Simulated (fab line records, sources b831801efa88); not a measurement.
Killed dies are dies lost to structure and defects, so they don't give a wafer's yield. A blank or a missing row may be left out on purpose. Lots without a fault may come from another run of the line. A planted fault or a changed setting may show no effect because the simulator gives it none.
Chamber matching | flow sky130 | SKY_PASSIVATION_CVD_02 on pecvd-04: 3 sister chambers
The step deposits Si3N4, target thk 540 nm. 3 wafers are shown with their chamber, then 7 later ones without.

WAFERS WITH THEIR CHAMBER
wafer  | chamber | heater_power_w (W)
L085.6 | 1       | 727
L088.1 | 0       | 615
L088.2 | 2       | 614

WAFERS WITHOUT THEIR CHAMBER
wafer  | heater_power_w (W)
L088.3 | 666
L088.4 | 659
L088.5 | 640
L088.6 | 679
L097.2 | 713
L097.3 | 713
L097.4 | 587

WHICH CHAMBER EACH WENT THROUGH
wafer  | from the rows above          | in truth
L088.3 | can't be placed: 0 or 2 or 1 | 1
L088.4 | can't be placed: 0 or 2 or 1 | 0
L088.5 | can't be placed: 0 or 2 or 1 | 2
L088.6 | can't be placed: 1 or 0 or 2 | 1
L097.2 | 1                            | 1
L097.3 | 1                            | 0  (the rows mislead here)
L097.4 | can't be placed: 2 or 0      | 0
Placed correctly: 1 of 7. Can't be placed from these rows: 5 (the true chamber is among the candidates in 5). Placed wrongly: 1.
How it was worked out, from the rows above alone: a wafer's distance from a chamber is the root of the sum, over the readings, of the square of ((its reading less the chamber's mean) divided by the reading's scatter). The wafer belongs to the nearest chamber; if the next one is less than 2 further off, it can't be placed. A chamber's mean is the mean of its shown wafers. The scatter: with one shown wafer a chamber, the root of the mean of the squares of how far each hidden wafer lies from its nearest shown one.
